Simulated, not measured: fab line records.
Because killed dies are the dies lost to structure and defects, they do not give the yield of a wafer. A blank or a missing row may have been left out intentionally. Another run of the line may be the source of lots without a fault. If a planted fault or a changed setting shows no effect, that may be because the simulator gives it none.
2 desks looking at one fault || flow sky130 || numbers are kept per desk, each desk with only its own; the story behind them comes last

== AT THE TOOL OWNER'S DESK: implanter-01 ==
SKY_LDD_N_IMPLANT_09, tool's own readings: per-lot mean of the sampled wafers with a number, covering each lot this tool ran. If a lot's mean is further than 4 standard deviations from the usual mean, the lot is out of limits and carries the mark OUT (the distance appears in the brackets).
Columns: A = rotation_deg at SKY_LDD_N_IMPLANT_09, usual 113.00 degrees
{"lot": "L492", "first seen here": "day 18 07:48", "A": 112.99}
{"lot": "L497", "first seen here": "day 20 08:23", "A": 113.01}
{"lot": "L500", "first seen here": "day 21 17:16", "A": 112.99}
{"lot": "L501", "first seen here": "day 21 19:26", "A": "299.56 (+99 or more) OUT"}
{"lot": "L503", "first seen here": "day 22 17:04", "A": "299.54 (+99 or more) OUT"}
{"lot": "L511", "first seen here": "day 25 06:50", "A": 112.99}
Finding of this desk: L501, L503 out of limits; the first was L501 at day 21 19:26, on rotation_deg at SKY_LDD_N_IMPLANT_09. L492, L497, L500, L511: within limits.

== THE METROLOGY DESK ==
Means of the sampled wafers that have a number, per lot and without regard to the tool the lot ran on: this is what the gauges read. If a lot's mean is further than 4 standard deviations from the usual mean, the lot is out of limits and carries the mark OUT (the distance appears in the brackets).
Columns: A = cd_nm at SKY_VIA1_CD_MEAS_12, usual 150.2 nm; B = METAL2_OVL at SKY_METAL2_OVL_MEAS_16, usual 4 nm
{"lot": "L490", "first seen here": "day 33 22:23", "A": 150.7, "B": 3}
{"lot": "L491", "first seen here": "day 34 05:53", "A": 147.8, "B": 5}
{"lot": "L492", "first seen here": "day 34 09:49", "A": 151.7, "B": -2}
{"lot": "L493", "first seen here": "day 34 19:17", "A": 150.8, "B": 8}
{"lot": "L497", "first seen here": "day 36 06:43", "A": 148.6, "B": 6}
{"lot": "L499", "first seen here": "day 37 02:19", "A": 150.7, "B": 3}
{"lot": "L500", "first seen here": "day 37 11:05", "A": 149.2, "B": 14}
{"lot": "L501", "first seen here": "day 37 13:29", "A": 149.7, "B": 9}
{"lot": "L503", "first seen here": "day 38 06:32", "A": 147.4, "B": -1}
{"lot": "L507", "first seen here": "day 39 19:57", "A": 150.3, "B": 0}
{"lot": "L509", "first seen here": "day 40 00:04", "A": 150.6, "B": 3}
{"lot": "L511", "first seen here": "day 40 11:41", "A": 148.8, "B": 3}
{"lot": "L512", "first seen here": "day 40 17:07", "A": 148.4, "B": 11}
{"lot": "L513", "first seen here": "day 40 23:08", "A": 149.9, "B": 9}
Result from this desk: across the 14 lots, nothing is out of limits.

== ALL TOGETHER ==
At day 21 19:26, on L501, L503, the tool owner's desk was in a position to raise an alarm.
Metrology desk: nothing out of limits seen.
The metrology desk has L501, L503 on record, within its limits.
Every lot named ran SKY_LDD_N_IMPLANT_09 on implanter-01.

== WHAT WAS PUT IN BY THE SIMULATOR ==
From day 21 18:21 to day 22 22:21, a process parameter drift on implanter-01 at SKY_LDD_N_IMPLANT_09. From 113, the setting rotation_deg moved by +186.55. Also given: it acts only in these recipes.
Lots struck among those shown: L501, L503.
Hours from the fault's start to each desk's first reading out of limits: the tool owner's desk, 1.
